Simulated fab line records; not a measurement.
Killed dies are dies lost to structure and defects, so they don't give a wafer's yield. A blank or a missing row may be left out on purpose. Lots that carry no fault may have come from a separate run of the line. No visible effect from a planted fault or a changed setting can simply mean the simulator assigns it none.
fab line records / flow sky130 / part 2 of 2: steps 35 to 48 of 48
record: lots: 5 wafers: 15 lastDay: 50
route steps=708 shown POLY_GATE@225 LDD_N@237 LDD_P@255 LDD_HVN@267
lots that met no fault: taken from a fault-free run of the same line
startH: the number of hours between the record's first day and the start of the first shown wafer of the lot / waitH: hours elapsed since this lot's preceding step / " the same as in the row above / L1.1+2: a single row standing in for several wafers / - either no value or no given start / * or withheld: withheld / < > ~ a bound
route shown NAME@n: names a module that has steps shown in the file, with the first one's number in the route / usual: mean/standard deviation of fault-free wafers / same: alike in all rows / chamber/n: place in a boat / sites: readings site by site / _std_site: how widely they spread, as a standard deviation / _edge_site: inner sites' mean taken away from outer sites' mean / radiusMm: how far each site lies from the wafer's centre / mask NAME#n: copy n / behind: tool/chamber where the wafer was last shaped / hold: why the lot went on hold/how many hours it stayed there/how the hold came to an end / device: which transistor (n, p or np) failed to switch / end of line: the route-end tests of the same wafers / a step with no rows: only its recipe / killed: count of dies lost to structure and defects at first sort (not the wafer's yield) / map: shows each die of a wafer: x if killed, . if not, _ if none is there
set.NAME: the setting the step ran with; set.NAME@STEP: the setting that earlier step ran with / model.NAME: the simulator's own value behind a step, which no gauge read
lots at some steps of the route; a table a step, a row a wafer
services: from which hour (startH, from the record's first day; less than 0 if before it) a tool's chamber was out of use, for how many hours, and why
== steps ==
step: SKY_LDD_P_EXPOSE_04
recipe: maskId: PSDM na: 0.6 sourceShape: conventional sigmaOuter: 0.6 polarization: unpolarized targetCdNm: 380 doseMj: 138
same: na: 0.6
lot.wafer=L074.2+4+5 tool=ilineStepper-02 chamber=0 startH=- waitH=- mask=PSDM#0
lot.wafer=L079.3+5+6 tool=ilineStepper-01 chamber=0 startH=- waitH=- mask=PSDM#0
lot.wafer=L080.1+2+6 tool=ilineStepper-01 chamber=0 startH=- waitH=- mask=PSDM#0
lot.wafer=L085.1+2+6 tool=ilineStepper-01 chamber=0 startH=- waitH=- mask=PSDM#0
lot.wafer=L097.4+5+6 tool=ilineStepper-02 chamber=0 startH=- waitH=- mask=PSDM#0
step: SKY_LDD_P_PEB_05
recipe: tempC: withheld timeS: * resist: NOVOLAK
lot.wafer=L074.2+4+5 tool=lithoTrack-04 chamber=0 startH=- waitH=-
lot.wafer=L079.3+5+6 tool=lithoTrack-04 chamber=0 startH=- waitH=-
lot.wafer=L080.1+2+6 tool=lithoTrack-01 chamber=0 startH=- waitH=-
lot.wafer=L085.1+2+6 tool=lithoTrack-04 chamber=0 startH=- waitH=-
lot.wafer=L097.4+5+6 tool=lithoTrack-04 chamber=0 startH=- waitH=-
step: SKY_LDD_P_DEVELOP_06
recipe: resist: NOVOLAK developer: TMAH developTimeS: 60 devTempC: 23
lot.wafer=L074.2+4+5 tool=lithoTrack-04 chamber=0 startH=436.51 waitH=0.1
lot.wafer=L079.3+5+6 tool=lithoTrack-04 chamber=0 startH=476.18 waitH=0.1
lot.wafer=L080.1+2+6 tool=lithoTrack-01 chamber=0 startH=484.62 waitH=0.1
lot.wafer=L085.1+2+6 tool=lithoTrack-04 chamber=0 startH=528.83 waitH=0.1
lot.wafer=L097.4+5+6 tool=lithoTrack-04 chamber=0 startH=633.20 waitH=0.1
step: SKY_LDD_P_CD_MEAS_07
recipe: targetCdNm: 380
usual: cdNm: 379.5/2.7
lot.wafer=L074.2 tool=cdSem-02 chamber=- startH=436.65 waitH=0.1 cdNm=381.2
lot.wafer=L074.4 tool=cdSem-02 chamber=- startH=436.65 waitH=0.1 cdNm=380.7
lot.wafer=L074.5 tool=cdSem-02 chamber=- startH=436.65 waitH=0.1 cdNm=380.9
lot.wafer=L079.3 tool=cdSem-01 chamber=- startH=476.32 waitH=0.1 cdNm=377.5
lot.wafer=L079.5 tool=cdSem-01 chamber=- startH=476.32 waitH=0.1 cdNm=378.2
lot.wafer=L079.6 tool=cdSem-01 chamber=- startH=476.32 waitH=0.1 cdNm=376.5
lot.wafer=L080.1 tool=cdSem-01 chamber=- startH=484.77 waitH=0.1 cdNm=386.3
lot.wafer=L080.2 tool=cdSem-01 chamber=- startH=484.77 waitH=0.1 cdNm=386.2
lot.wafer=L080.6 tool=cdSem-01 chamber=- startH=484.77 waitH=0.1 cdNm=385.5
lot.wafer=L085.1 tool=cdSem-01 chamber=- startH=528.98 waitH=0.1 cdNm=379.0
lot.wafer=L085.2 tool=cdSem-01 chamber=- startH=528.98 waitH=0.1 cdNm=378.1
lot.wafer=L085.6 tool=cdSem-01 chamber=- startH=528.98 waitH=0.1 cdNm=378.2
lot.wafer=L097.4 tool=cdSem-01 chamber=- startH=633.34 waitH=0.1 cdNm=382.4
lot.wafer=L097.5 tool=cdSem-01 chamber=- startH=633.34 waitH=0.1 cdNm=383.8
lot.wafer=L097.6 tool=cdSem-01 chamber=- startH=633.34 waitH=0.1 cdNm=381.8
step: SKY_LDD_P_OVL_MEAS_08
usual: LDD_P_OVL: 0.8/1.3
lot.wafer=L074.2 tool=overlay-01 chamber=- startH=436.76 waitH=0.1 LDD_P_OVL[nm]=0.8
lot.wafer=L074.4 tool=overlay-01 chamber=- startH=436.76 waitH=0.1 LDD_P_OVL[nm]=-0.1
lot.wafer=L074.5 tool=overlay-01 chamber=- startH=436.76 waitH=0.1 LDD_P_OVL[nm]=0.8
lot.wafer=L079.3 tool=overlay-02 chamber=- startH=476.41 waitH=0.1 LDD_P_OVL[nm]=-0.2
lot.wafer=L079.5 tool=overlay-02 chamber=- startH=476.41 waitH=0.1 LDD_P_OVL[nm]=2.3
lot.wafer=L079.6 tool=overlay-02 chamber=- startH=476.41 waitH=0.1 LDD_P_OVL[nm]=0.4
lot.wafer=L080.1 tool=overlay-02 chamber=- startH=484.89 waitH=0.1 LDD_P_OVL[nm]=0.5
lot.wafer=L080.2 tool=overlay-02 chamber=- startH=484.89 waitH=0.1 LDD_P_OVL[nm]=1.7
lot.wafer=L080.6 tool=overlay-02 chamber=- startH=484.89 waitH=0.1 LDD_P_OVL[nm]=-0.8
lot.wafer=L085.1 tool=overlay-02 chamber=- startH=529.10 waitH=0.1 LDD_P_OVL[nm]=1.6
lot.wafer=L085.2 tool=overlay-02 chamber=- startH=529.10 waitH=0.1 LDD_P_OVL[nm]=1.0
lot.wafer=L085.6 tool=overlay-02 chamber=- startH=529.10 waitH=0.1 LDD_P_OVL[nm]=2.8
lot.wafer=L097.4 tool=overlay-02 chamber=- startH=633.42 waitH=0.1 LDD_P_OVL[nm]=1.7
lot.wafer=L097.5 tool=overlay-02 chamber=- startH=633.42 waitH=0.1 LDD_P_OVL[nm]=0.1
lot.wafer=L097.6 tool=overlay-02 chamber=- startH=633.42 waitH=0.1 LDD_P_OVL[nm]=1.2
step: SKY_LDD_P_IMPLANT_09
recipe: species: BF2 energyKev: 25 doseCm2: 1e+13 tiltDeg: withheld
lot.wafer=L074.2+4+5 tool=implanter-02 chamber=0 startH=436.81 waitH=0.0
lot.wafer=L079.3+5+6 tool=implanter-04 chamber=0 startH=476.49 waitH=0.1
lot.wafer=L080.1+2+6 tool=implanter-01 chamber=0 startH=484.93 waitH=0.0
lot.wafer=L085.1+2+6 tool=implanter-04 chamber=0 startH=529.14 waitH=0.0
lot.wafer=L097.4+5+6 tool=implanter-01 chamber=0 startH=633.51 waitH=0.1
step: SKY_LDD_P_STRIP_10
recipe: chemistry: O2/N2 powerW: 1400 pressureMtorr: 1500 platenTempC: withheld o2FlowSccm: 3000 n2FlowSccm: 300 overashFraction: 0.5
usual: drypumpMotorCurrentA: 6.0/0.52 oesProductAu: 0.716/0.0049 stripTimeToEndpointS: 14.19/0.043
lot.wafer=L074.2 tool=plasmaAsher-04 chamber=1 startH=436.94 waitH=0.1 drypumpMotorCurrentA=6.6 oesProductAu=0.729 rfHoursCounterH=76 stripTimeToEndpointS=14.16
lot.wafer=L074.4 tool=plasmaAsher-04 chamber=0 startH=436.94 waitH=0.1 drypumpMotorCurrentA=6.2 oesProductAu=0.716 rfHoursCounterH=- stripTimeToEndpointS=14.16
lot.wafer=L074.5 tool=plasmaAsher-04 chamber=1 startH=436.94 waitH=0.1 drypumpMotorCurrentA=6.7 oesProductAu=0.719 rfHoursCounterH=- stripTimeToEndpointS=14.17
lot.wafer=L079.3 tool=plasmaAsher-04 chamber=0 startH=476.62 waitH=0.1 drypumpMotorCurrentA=6.2 oesProductAu=0.712 rfHoursCounterH=- stripTimeToEndpointS=14.24
lot.wafer=L079.5 tool=plasmaAsher-04 chamber=0 startH=476.62 waitH=0.1 drypumpMotorCurrentA=6.2 oesProductAu=0.719 rfHoursCounterH=- stripTimeToEndpointS=14.18
lot.wafer=L079.6 tool=plasmaAsher-04 chamber=1 startH=476.62 waitH=0.1 drypumpMotorCurrentA=6.7 oesProductAu=0.721 rfHoursCounterH=- stripTimeToEndpointS=14.18
lot.wafer=L080.1 tool=plasmaAsher-04 chamber=1 startH=485.08 waitH=0.1 drypumpMotorCurrentA=6.7 oesProductAu=0.713 rfHoursCounterH=81 stripTimeToEndpointS=14.15
lot.wafer=L080.2 tool=plasmaAsher-04 chamber=0 startH=485.08 waitH=0.1 drypumpMotorCurrentA=6.2 oesProductAu=0.728 rfHoursCounterH=81 stripTimeToEndpointS=14.20
lot.wafer=L080.6 tool=plasmaAsher-04 chamber=0 startH=485.08 waitH=0.1 drypumpMotorCurrentA=6.2 oesProductAu=0.704 rfHoursCounterH=- stripTimeToEndpointS=14.17
lot.wafer=L085.1 tool=plasmaAsher-03 chamber=1 startH=529.29 waitH=0.1 drypumpMotorCurrentA=6.3 oesProductAu=0.718 rfHoursCounterH=71 stripTimeToEndpointS=14.14
lot.wafer=L085.2 tool=plasmaAsher-03 chamber=0 startH=529.29 waitH=0.1 drypumpMotorCurrentA=5.2 oesProductAu=0.724 rfHoursCounterH=71 stripTimeToEndpointS=14.15
lot.wafer=L085.6 tool=plasmaAsher-03 chamber=1 startH=529.29 waitH=0.1 drypumpMotorCurrentA=6.3 oesProductAu=0.716 rfHoursCounterH=- stripTimeToEndpointS=14.12
lot.wafer=L097.4 tool=plasmaAsher-01 chamber=1 startH=633.62 waitH=0.1 drypumpMotorCurrentA=6.1 oesProductAu=0.705 rfHoursCounterH=- stripTimeToEndpointS=14.27
lot.wafer=L097.5 tool=plasmaAsher-01 chamber=0 startH=633.62 waitH=0.1 drypumpMotorCurrentA=5.5 oesProductAu=0.717 rfHoursCounterH=- stripTimeToEndpointS=14.22
lot.wafer=L097.6 tool=plasmaAsher-01 chamber=1 startH=633.62 waitH=0.1 drypumpMotorCurrentA=6.1 oesProductAu=0.717 rfHoursCounterH=- stripTimeToEndpointS=14.24
step: SKY_LDD_P_TW_MEAS_11
usual: LDD_P_TW: 639/4.8
lot.wafer=L074.2 tool=filmMetro-01 chamber=- startH=437.05 waitH=0.1 LDD_P_TW=638
lot.wafer=L074.4 tool=filmMetro-01 chamber=- startH=437.05 waitH=0.1 LDD_P_TW=639
lot.wafer=L074.5 tool=filmMetro-01 chamber=- startH=437.05 waitH=0.1 LDD_P_TW=638
lot.wafer=L079.3 tool=filmMetro-04 chamber=- startH=476.71 waitH=0.1 LDD_P_TW=641
lot.wafer=L079.5 tool=filmMetro-04 chamber=- startH=476.71 waitH=0.1 LDD_P_TW=641
lot.wafer=L079.6 tool=filmMetro-04 chamber=- startH=476.71 waitH=0.1 LDD_P_TW=640
lot.wafer=L080.1 tool=filmMetro-04 chamber=- startH=485.18 waitH=0.1 LDD_P_TW=642
lot.wafer=L080.2 tool=filmMetro-04 chamber=- startH=485.18 waitH=0.1 LDD_P_TW=638
lot.wafer=L080.6 tool=filmMetro-04 chamber=- startH=485.18 waitH=0.1 LDD_P_TW=638
lot.wafer=L085.1 tool=filmMetro-01 chamber=- startH=529.39 waitH=0.1 LDD_P_TW=638
lot.wafer=L085.2 tool=filmMetro-01 chamber=- startH=529.39 waitH=0.1 LDD_P_TW=641
lot.wafer=L085.6 tool=filmMetro-01 chamber=- startH=529.39 waitH=0.1 LDD_P_TW=641
lot.wafer=L097.4 tool=filmMetro-01 chamber=- startH=633.72 waitH=0.1 LDD_P_TW=642
lot.wafer=L097.5 tool=filmMetro-01 chamber=- startH=633.72 waitH=0.1 LDD_P_TW=642
lot.wafer=L097.6 tool=filmMetro-01 chamber=- startH=633.72 waitH=0.1 LDD_P_TW=636
step: SKY_LDD_HVN_DEHYDRATE_00
recipe: tempC: 200 timeS: 60
lot.wafer=L074.2+4+5 tool=lithoTrack-03 chamber=0 startH=452.21 waitH=15.2
lot.wafer=L079.3+5+6 tool=lithoTrack-02 chamber=0 startH=491.04 waitH=14.3
lot.wafer=L080.1+2+6 tool=lithoTrack-03 chamber=0 startH=499.54 waitH=14.3
lot.wafer=L085.1+2+6 tool=lithoTrack-02 chamber=0 startH=543.49 waitH=14.1
lot.wafer=L097.4+5+6 tool=lithoTrack-03 chamber=0 startH=647.01 waitH=13.3
step: SKY_LDD_HVN_HMDS_01
recipe: primeTimeS: 60 primeTempC: 120
lot.wafer=L074.2+4+5 tool=lithoTrack-03 chamber=0 startH=452.36 waitH=0.1
lot.wafer=L079.3+5+6 tool=lithoTrack-02 chamber=0 startH=491.19 waitH=0.1
lot.wafer=L080.1+2+6 tool=lithoTrack-03 chamber=0 startH=499.69 waitH=0.1
lot.wafer=L085.1+2+6 tool=lithoTrack-02 chamber=0 startH=543.64 waitH=0.1
lot.wafer=L097.4+5+6 tool=lithoTrack-03 chamber=0 startH=647.16 waitH=0.1
step: SKY_LDD_HVN_COAT_02
recipe: resist: NOVOLAK spinRpm: 3000 resistThkNm: 300
lot.wafer=L074.2+4+5 tool=lithoTrack-03 chamber=0 startH=452.51 waitH=0.1
lot.wafer=L079.3+5+6 tool=lithoTrack-02 chamber=0 startH=491.34 waitH=0.1
lot.wafer=L080.1+2+6 tool=lithoTrack-03 chamber=0 startH=499.84 waitH=0.1
lot.wafer=L085.1+2+6 tool=lithoTrack-02 chamber=0 startH=543.79 waitH=0.1
lot.wafer=L097.4+5+6 tool=lithoTrack-03 chamber=0 startH=647.31 waitH=0.1
step: SKY_LDD_HVN_SOFTBAKE_03
recipe: tempC: 90 timeS: 60 resist: NOVOLAK
lot.wafer=L074.2+4+5 tool=lithoTrack-03 chamber=0 startH=452.66 waitH=0.1
lot.wafer=L079.3+5+6 tool=lithoTrack-02 chamber=0 startH=491.49 waitH=0.1
lot.wafer=L080.1+2+6 tool=lithoTrack-03 chamber=0 startH=499.99 waitH=0.1
lot.wafer=L085.1+2+6 tool=lithoTrack-02 chamber=0 startH=543.94 waitH=0.1
lot.wafer=L097.4+5+6 tool=lithoTrack-03 chamber=0 startH=647.46 waitH=0.1
step: SKY_LDD_HVN_EXPOSE_04
recipe: maskId: HVNTM na: 0.6 sourceShape: conventional sigmaOuter: 0.6 polarization: unpolarized targetCdNm: 700 doseMj: 127
same: na: 0.6
lot.wafer=L074.2+4+5 tool=ilineStepper-01 chamber=0 startH=- waitH=- mask=HVNTM#0
lot.wafer=L079.3+5+6 tool=ilineStepper-02 chamber=0 startH=- waitH=- mask=HVNTM#0
lot.wafer=L080.1+2+6 tool=ilineStepper-02 chamber=0 startH=- waitH=- mask=HVNTM#0
lot.wafer=L085.1+2+6 tool=ilineStepper-01 chamber=0 startH=- waitH=- mask=HVNTM#0
lot.wafer=L097.4+5+6 tool=ilineStepper-01 chamber=0 startH=- waitH=- mask=HVNTM#0
step: SKY_LDD_HVN_PEB_05
recipe: tempC: withheld timeS: * resist: NOVOLAK
lot.wafer=L074.2+4+5 tool=lithoTrack-03 chamber=0 startH=- waitH=-
lot.wafer=L079.3+5+6 tool=lithoTrack-03 chamber=0 startH=- waitH=-
lot.wafer=L080.1+2+6 tool=lithoTrack-03 chamber=0 startH=- waitH=-
lot.wafer=L085.1+2+6 tool=lithoTrack-03 chamber=0 startH=- waitH=-
lot.wafer=L097.4+5+6 tool=lithoTrack-03 chamber=0 startH=- waitH=-
== services ==
tool=plasmaAsher-03 chamber=- startH=352.82 hours=8.9 kind=repair
tool=wetBench-01 chamber=- startH=359.09 hours=2.7 kind=repair
tool=plasmaAsher-03 chamber=- startH=364.48 hours=7.3 kind=repair
tool=implanter-04 chamber=- startH=365.92 hours=3.6 kind=pm
tool=implanter-02 chamber=- startH=372.14 hours=5.8 kind=pm
tool=ilineStepper-01 chamber=- startH=373.12 hours=1.7 kind=pm
tool=furnace-02 chamber=- startH=378.15 hours=4.3 kind=pm
tool=plasmaAsher-04 chamber=- startH=384.16 hours=4.2 kind=repair
tool=rieDiel-04 chamber=- startH=389.13 hours=14.6 kind=pm
tool=ilineStepper-02 chamber=- startH=407.47 hours=1.7 kind=pm
tool=ilineStepper-01 chamber=- startH=412.01 hours=0.7 kind=repair
tool=implanter-02 chamber=- startH=429.40 hours=4.1 kind=repair
tool=plasmaAsher-03 chamber=- startH=475.92 hours=3.0 kind=repair
tool=ilineStepper-01 chamber=- startH=479.25 hours=14.0 kind=repair
tool=plasmaAsher-03 chamber=- startH=492.63 hours=7.9 kind=repair
tool=ilineStepper-01 chamber=- startH=563.91 hours=17.0 kind=repair
tool=ilineStepper-01 chamber=- startH=564.74 hours=30.6 kind=repair
tool=ilineStepper-01 chamber=- startH=595.31 hours=1.7 kind=pm
tool=rieDiel-04 chamber=3 startH=610.07 hours=2.8 kind=repair
tool=plasmaAsher-03 chamber=- startH=624.33 hours=12.8 kind=repair
tool=ilineStepper-01 chamber=- startH=627.01 hours=2.2 kind=repair
tool=implanter-04 chamber=- startH=627.07 hours=92.0 kind=pm
tool=rieDiel-04 chamber=2 startH=634.58 hours=2.7 kind=repair
tool=rieDiel-04 chamber=- startH=639.05 hours=7.0 kind=repair
